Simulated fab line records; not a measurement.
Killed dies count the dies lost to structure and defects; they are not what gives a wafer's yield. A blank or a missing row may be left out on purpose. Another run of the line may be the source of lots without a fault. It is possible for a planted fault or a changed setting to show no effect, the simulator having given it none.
Split-lot trial | flow gf180mcu | route with 602 steps; 5 lots, 23 wafers read

== SPLIT DETAILS ==
At GF_TOP_METAL_SPUTTER_02 (material AlCu, target thk 900 nm, time 47.82 s), the setting power_w was moved away from the recipe's 10600 W on 4 of the 23 wafers read, by -6.0% to +5.6%. For the rest of the wafers, this setting stayed at what the recipe calls for.

== FROM THE SPLIT TO THE READING: what the file shows between them, 3 steps ==
- GF_TOP_METAL_SPUTTER_03: material Ti, target thk 5 nm, time 3.3 s
- GF_TOP_METAL_SPUTTER_04: material TiN, target thk 25 nm, time 20.8 s
- GF_TOP_METAL_RS_MEAS_05: measures by four-point-probe

== THE READING ==
TOP_METAL_ALCU_THK, in nm, at GF_TOP_METAL_THK_MEAS_06 (measures by xrf). A value of 880 nm with a standard deviation of 8.3 nm is what fault-free wafers of this fab line usually give.

wafer  | tool, chamber at the split | power_w as run, W | against the recipe | TOP_METAL_ALCU_THK, nm | against lot-mates on the recipe
L074.1 | pvd_sputter-04, -          | 10600             | recipe             | 888                    | -
L074.2 | pvd_sputter-04, -          | 10600             | recipe             | 888                    | -
L074.3 | pvd_sputter-04, -          | 10600             | recipe             | 881                    | -
L074.5 | pvd_sputter-04, -          | 10600             | recipe             | 882                    | -
L074.6 | pvd_sputter-04, -          | 10600             | recipe             | 891                    | -
L077.2 | pvd_sputter-01, -          | 10600             | recipe             | 883                    | -
L077.3 | pvd_sputter-01, -          | 10600             | recipe             | 883                    | -
L077.4 | pvd_sputter-01, -          | 10600             | recipe             | 884                    | -
L077.5 | pvd_sputter-01, -          | 10600             | recipe             | 878                    | -
L077.6 | pvd_sputter-01, -          | 10600             | recipe             | 878                    | -
L079.1 | pvd_sputter-04, -          | 11190             | +5.6%              | 925                    | +44
L079.2 | pvd_sputter-04, -          | 10600             | recipe             | 880                    | -
L079.3 | pvd_sputter-04, -          | 10600             | recipe             | 886                    | -
L079.4 | pvd_sputter-04, -          | 10600             | recipe             | 878                    | -
L079.5 | pvd_sputter-04, -          | 11190             | +5.6%              | 927                    | +46
L080.1 | pvd_sputter-04, -          | 10600             | recipe             | 893                    | -
L080.2 | pvd_sputter-04, -          | 9964              | -6.0%              | 835                    | -57
L080.3 | pvd_sputter-04, -          | 9964              | -6.0%              | 830                    | -62
L080.4 | pvd_sputter-04, -          | 10600             | recipe             | 885                    | -
L080.6 | pvd_sputter-04, -          | 10600             | recipe             | 897                    | -
L082.1 | pvd_sputter-02, -          | 10600             | recipe             | 860                    | -
L082.3 | pvd_sputter-02, -          | 10600             | recipe             | 859                    | -
L082.5 | pvd_sputter-02, -          | 10600             | recipe             | 864                    | -

FIT RESULTS
A straight line over all 23 wafers: TOP_METAL_ALCU_THK changes by +8.08 nm for each +1% of power_w; r = +0.91; the points scatter about the line by 9.5 nm.
The same after taking each lot's own level away (the mean of its wafers on the recipe; 23 wafers): +9.01 nm for each +1%; r = +0.98; scatter 4 nm.
On that fit, the largest move of power_w shifts the reading by 54 nm.
Across the lots, their own levels run from 861.0 to 891.7 nm, a range of 3.7 times the standard deviation given above.
So the lot-to-lot level changes the slope: the two fits differ.
Check: -54.2 nm against its lot-mates is what the line predicts for one of the wafers moved furthest among these (-6.0%) when that wafer is left out of the fit. Against them it came out at -56.7 nm.

== OTHER SPLITS APPLIED TO THESE WAFERS ==
Other splits were also applied to these wafers ahead of the reading. Each is held against what the fit with the lots' levels taken away leaves over:
other split on the same wafers | wafers away from the commonest value | r with TOP_METAL_ALCU_THK (lot level and that fit taken away)
GF_V5_SPUTTER_21 power_w       | 6                                    | +0.01

== THE WHOLE CHAIN: every reading that the file lists as answering this split, in the file's order ==
step                     | what it does                                   | reading                                                                              | change (the file's fit)               | r (the file's)
GF_TOP_METAL_SPUTTER_02  | material AlCu, target thk 900 nm, time 47.82 s | AlCu_of_TOP_METAL_SPUTTER_02.thk_nm (the simulator's own value, which no gauge read) | +8.96 nm for each +1% of the setting  | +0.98
GF_TOP_METAL_RS_MEAS_05  | measures by four-point-probe                   | TOP_METAL_ALCU_RS                                                                    | -0.000335 for each +1% of the setting | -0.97
GF_TOP_METAL_THK_MEAS_06 | measures by xrf                                | TOP_METAL_ALCU_THK                                                                   | +9.01 for each +1% of the setting     | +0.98

== THE FILE'S OWN FIT ==
TOP_METAL_ALCU_THK changes by +9.01 nm for each +1% of power_w, r = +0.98.
